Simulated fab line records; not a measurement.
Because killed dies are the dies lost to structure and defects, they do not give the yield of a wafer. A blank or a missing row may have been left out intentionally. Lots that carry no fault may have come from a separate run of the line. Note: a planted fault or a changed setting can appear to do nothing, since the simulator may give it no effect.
Which tool is to blame?    flow sfq_line    7 lots, 21 wafers sampled, at 3 steps of a route of 325

## WHAT EACH GAUGE READ, for each wafer
SFQ_I7_BOW_MEAS_946.
lot   measured      on             I7_BOW (um)
L301  day 69 20:11  film_metro-04  8 6 6
L306  day 70 12:56  film_metro-02  13 10 19
L309  day 71 12:56  film_metro-02  10 1 2
L311  day 71 20:53  film_metro-04  16 28 18
L314  day 76 16:15  film_metro-04  10 6 7
L321  day 78 12:02  film_metro-02  8 -5 0
L323  day 78 18:41  film_metro-01  -1 -7 -5

## TOOL THAT RAN EACH LOT (tool first, then ch and the chambers of the sampled wafers, then the start)
lot   SFQ_TRILAYER_M2_STRIP_STRIP_061    SFQ_TRILAYER_C5_LITHO_DEVELOP_153
L301  rie_metal-03 ch 0,1, day 24 19:55  litho_track-01 ch 0, day 55 19:14
L306  rie_metal-02 ch 0,1, day 32 18:09  litho_track-04 ch 0, day 58 10:01
L309  rie_metal-02 ch 1, day 34 06:20    litho_track-04 ch 0, day 62 14:55
L311  rie_metal-04 ch 0,1, day 34 22:57  litho_track-01 ch 0, day 62 21:02
L314  rie_metal-02 ch 0,1, day 35 21:24  litho_track-04 ch 0, day 67 06:46
L321  rie_metal-02 ch 0,1, day 37 21:31  litho_track-04, day 73 23:37
L323  rie_metal-03 ch 0,1, day 41 00:37  litho_track-03 ch 0, day 74 04:44
- SFQ_TRILAYER_M2_STRIP_STRIP_061: strips in O2.
- SFQ_TRILAYER_C5_LITHO_DEVELOP_153: time 60 s.

## THE ANSWER, worked out from the rows above alone
Rule: usual is defined by the lots themselves. The widest of any qualifying gaps counts: lots, ordered by their means at a reading, are off when they make up no more than a third of the lots, leave a main group of 4 or more, and stand apart from it by 3 or more times the standard deviation of that group's means. A main group whose means are all the same, to the digits that the tables above print for the reading, isn't used. A lot without any number at a reading at which 4 lots or more have one is off too. The other lots that the step has rows for count as sound.
None of the lots is off at any reading shown; this tells nothing.

## WHAT THE SIMULATOR HAD PUT IN
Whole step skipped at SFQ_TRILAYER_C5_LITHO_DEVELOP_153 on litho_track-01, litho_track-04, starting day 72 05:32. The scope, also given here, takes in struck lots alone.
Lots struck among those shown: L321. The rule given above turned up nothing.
